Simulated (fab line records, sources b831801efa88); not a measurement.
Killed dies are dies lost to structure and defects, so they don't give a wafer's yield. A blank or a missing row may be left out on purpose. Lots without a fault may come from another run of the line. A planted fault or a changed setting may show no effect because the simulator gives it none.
A struck lot beside a sound one | flow gf180mcu | 18 steps out of a route of 602
Sound: wafers L964.1, L964.2, L964.5. Struck: wafer L970.5. (L970.4 of the same lot was not struck and is left out.) The cause comes at the end.
At each step with rows: each side's tool, then ch and its chambers, then its first start. Under that, the readings that differ: sound wafers | struck wafers | difference of the means | sigmas: that difference in standard deviations of wafers without a fault.
alike: readings whose means differ by less than 2 such deviations, and words and numbers that are the same on both sides. not compared: withheld readings, readings that some wafer has no value for, bounds like >300 that may hide the same value, and numbers for which the record gives no deviation and whose values overlap.
The two part at a step that has a row with sigmas, a row that says differs or no value, or rows on one side only. Numbers that don't overlap but have no deviation are shown without sigmas and don't part them. A reading that every wafer of one side lacks parts them only if that side has two wafers or more.

first, 3 steps without rows for these wafers: GF_V3_EXPOSE_11 (exposes mask Via3, target cd 260 nm); GF_V3_PEB_12 (peb time 90 s); GF_V3_DEVELOP_13 (develop time 60 s).
GF_V3_CD_MEAS_14: target cd 260 nm.
  sound on cd_sem-01, day 25 06:52; struck on cd_sem-02, day 27 01:38
  alike: cd_nm
GF_V3_OVL_MEAS_15:
  sound on overlay-02, day 25 06:59; struck on overlay-01, day 27 01:43
  alike: V3_OVL
then, 1 step without rows for these wafers: GF_V3_ETCH_16 (etches BARC in N2/H2).
GF_V3_ETCH_17: etches SiO2 in C4F8/O2/Ar, stops on TiN, target depth 635 nm.
  sound on rie_diel-01 ch 1,2; struck on rie_diel-03 ch 0
  alike: oes_product_au
GF_V3_STRIP_18: strips in O2/N2.
  sound on plasma_asher-03 ch 0,1, day 25 07:10; struck on plasma_asher-03 ch 0, day 27 01:53
  alike: drypump_motor_current_A, heater_power_w, oes_product_au
  not compared: rf_hours_counter_h
then, 2 steps without rows for these wafers: GF_V3_STRIP_19 (strips in post etch residue remover, time 1200 s); GF_V3_CLEAN_20 (cleans in DIW).
GF_V3_SPUTTER_21: material Ti, target thk 15 nm, time 80.02 s.
  sound on pvd_sputter-04, day 25 07:41; struck on pvd_sputter-04, day 27 02:24
  alike: cathode_dc_power_W, throttle_valve_pct
GF_V3_SPUTTER_22: material TiN, target thk 10 nm, time 40 s.
  sound on pvd_sputter-04, day 25 07:45; struck on pvd_sputter-04, day 27 02:28
  alike: cathode_dc_power_W, throttle_valve_pct
GF_V3_CVD_23: deposits W, target thk 350 nm, time 104.9 s.
  sound on cvd_w-02 ch 0,1, day 25 07:47; struck on cvd_w-02 ch 1, day 27 02:32
  reading                          | sound           | struck | difference | sigmas
  model.W_of_V3_CVD_23.thk_nm (nm) | 348.6 350 351.6 | 201.9  | -148.2     |
  alike: heater_power_w
GF_V3_RS_MEAS_24: measures by four-point-probe.
  sound on film_metro-03, day 25 07:54; struck on film_metro-04, day 27 02:40
  reading          | sound             | struck | difference | sigmas
  V3_W_RS (ohm/sq) | 0.329 0.326 0.326 | 0.573  | +0.246     | +52
GF_V3_THK_MEAS_25: measures by xrf.
  sound on film_metro-03, day 25 08:01; struck on film_metro-04, day 27 02:46
  reading       | sound       | struck | difference | sigmas
  V3_W_THK (nm) | 340 340 342 | 199    | -142       | -28
GF_V3_CMP_26: polishes, stops on SiO2, t overpolish 15 s, target thk 0 nm.
  sound on cmp-01 ch 1,2,3, day 25 08:05; struck on cmp-01 ch 1, day 27 02:53
  reading                | sound    | struck | difference | sigmas
  time_to_endpoint_s (s) | 88 86 88 | 47     | -40        | -12
  alike: motor_current_A
GF_M4_SPUTTER_00: material Ti, target thk 37.5 nm, time 150 s.
  sound on pvd_sputter-04, day 25 08:23; struck on pvd_sputter-03, day 27 03:05
  alike: cathode_dc_power_W, throttle_valve_pct
GF_PASSIVATION_PROBE_99:
  the record has rows for the sound wafers here (prober-01, day 31 10:20) and none for the struck ones

WHERE THEY PART
First at GF_V3_RS_MEAS_24; last, within this record, at GF_PASSIVATION_PROBE_99.

WHY: what the simulator had put in
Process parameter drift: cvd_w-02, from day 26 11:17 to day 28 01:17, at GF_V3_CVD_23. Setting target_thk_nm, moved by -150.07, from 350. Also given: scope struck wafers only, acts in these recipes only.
